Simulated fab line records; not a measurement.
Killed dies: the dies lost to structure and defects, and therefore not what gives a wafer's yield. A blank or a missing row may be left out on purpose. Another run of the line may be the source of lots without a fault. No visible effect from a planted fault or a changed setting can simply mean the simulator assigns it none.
Comparing a struck lot with a sound one || flow sfq-line || 15 out of 325 route steps
Sound: the wafers L870.2, L870.3, L870.6. Struck: wafers L876.4, L876.6 (left out: L876.2, a lot-mate that was not struck); the cause follows at the end.
Each step with rows lists, per side, the tool, then ch with its chambers, then its first start. Under that, the readings that differ: sound wafers || struck wafers || difference of the means || sigmas: that difference in standard deviations of wafers without a fault.
alike: readings with means less than 2 such deviations apart, plus words and numbers identical on both sides. not compared: withheld readings, readings lacking a value on some wafer, bounds such as >300 that could conceal the same value, and numbers that have no deviation in the record and whose values overlap.
The two part at a step that has a row with sigmas, a row that says differs or no value, or rows on one side only. Non-overlapping numbers with no deviation appear without sigmas and do not part them. A reading missing from all wafers of one side parts the sides only when that side holds two or more wafers.

first, 1 step without rows for these wafers: SFQ_TRILAYER_M3_STRIP_SOLV_CLEAN_080 (cleans in NMP, time 600 s).
SFQ_TRILAYER_I3_DEP_PECVD_081: deposits SiO2 from SiH4/N2O, time 108.9 s, target thk 500 nm.
  sound on pecvd-01 ch 0,1,2, day 37 19:55; struck on pecvd-03 ch 1, day 40 19:29
  alike: heater-power-w, susceptor-temp-C, throttle-valve-pct
SFQ_TRILAYER_I3_CMP_CMP_082: polishes SiO2.
  sound on cmp-02 ch 0,3, day 38 15:09; struck on cmp-01 ch 3, day 41 01:35
  alike: motor-current-A, time-to-endpoint-s
SFQ_I3_BOW_MEAS_922:
  struck on film-metro-01, day 41 04:07; sound on film-metro-01, day 38 18:10
  alike: I3_BOW
SFQ_TRILAYER_I3_METRO_MEASURE_083:
  struck on film-metro-01, day 41 04:25; sound on film-metro-01, day 38 18:28
{"reading": "thk-nm (nm)", "sound": "196.9 199.7 199.9", "struck": "201.3 202.6", "difference": "+3.1", "sigmas": "+2"}
then, 6 steps without rows for these wafers: SFQ_TRILAYER_I3_VIA_LITHO_COAT_090 (resist thk 62 nm); SFQ_TRILAYER_I3_VIA_LITHO_COAT_085 (resist thk 650 nm); SFQ_TRILAYER_I3_VIA_LITHO_SOFTBAKE_089; SFQ_TRILAYER_I3_VIA_LITHO_EXPOSE_086 (exposes mask I3, target cd 500 nm); SFQ_TRILAYER_I3_VIA_LITHO_PEB_088 (peb time 60 s); SFQ_TRILAYER_I3_VIA_LITHO_DEVELOP_087 (time 60 s).
-- the record jumps here: 5 days lie between the struck wafers' starts before and after --
SFQ_I3_OVL_MEAS_923:
  struck on overlay-02, day 46 16:13; sound on overlay-01, day 44 07:49
  alike: I3_OVL
SFQ_TRILAYER_I3_VIA_BARC_OPEN_VIA_ETCH_121: etches BARC in O2, target depth 125 nm, time 41.7 s.
  sound on rie-diel-03 ch 0,1,3, day 44 07:51; struck on rie-diel-02 ch 2, day 46 16:15
{"reading": "bias-w (W)", "sound": "80.39 80.39 79.86", "struck": "96.19 96.58", "difference": "+16.17", "sigmas": "+70"}
{"reading": "model.KrF_of_TRILAYER_I3_VIA_LITHO_COAT_085.thk-nm (nm)", "sound": "573.3 574 574.3", "struck": "567.1 567.6", "difference": -6.5, "sigmas": ""}
  alike: drypump-motor-current-A, oes-product-au
  not compared: rf-hours-counter-h
SFQ_TRILAYER_I3_VIA_ETCH_VIA_ETCH_088: etches SiO2 in CHF3, stops on Nb, target depth 260 nm.
  sound on rie-diel-03 ch 0,1,3, day 44 07:53; struck on rie-diel-02 ch 2, day 46 16:17
{"reading": "oes-product-au (a.u.)", "sound": "0.848 0.856 0.858", "struck": "0.872 0.860", "difference": "+0.012", "sigmas": "+2"}
{"reading": "model.KrF_of_TRILAYER_I3_VIA_LITHO_COAT_085.thk-nm (nm)", "sound": "528.4 529.3 529.1", "struck": "521.7 522.4", "difference": -6.9, "sigmas": ""}
  alike: bias-w, drypump-motor-current-A
SFQ_TRILAYER_I3_VIA_STRIP_STRIP_089: strips in O2.
  sound on rie-metal-03 ch 0,1, day 44 08:00; struck on rie-metal-03 ch 0,1, day 46 16:24
  alike: drypump-motor-current-A, oes-product-au
  not compared: rf-hours-counter-h

== WHERE THEY PART ==
Last at SFQ_TRILAYER_I3_VIA_ETCH_VIA_ETCH_088 as far as this record goes, first at SFQ_TRILAYER_I3_METRO_MEASURE_083. Later steps at which nothing parts them and some readings are alike: SFQ_TRILAYER_I3_VIA_STRIP_STRIP_089.

WHY: the cause the simulator had injected
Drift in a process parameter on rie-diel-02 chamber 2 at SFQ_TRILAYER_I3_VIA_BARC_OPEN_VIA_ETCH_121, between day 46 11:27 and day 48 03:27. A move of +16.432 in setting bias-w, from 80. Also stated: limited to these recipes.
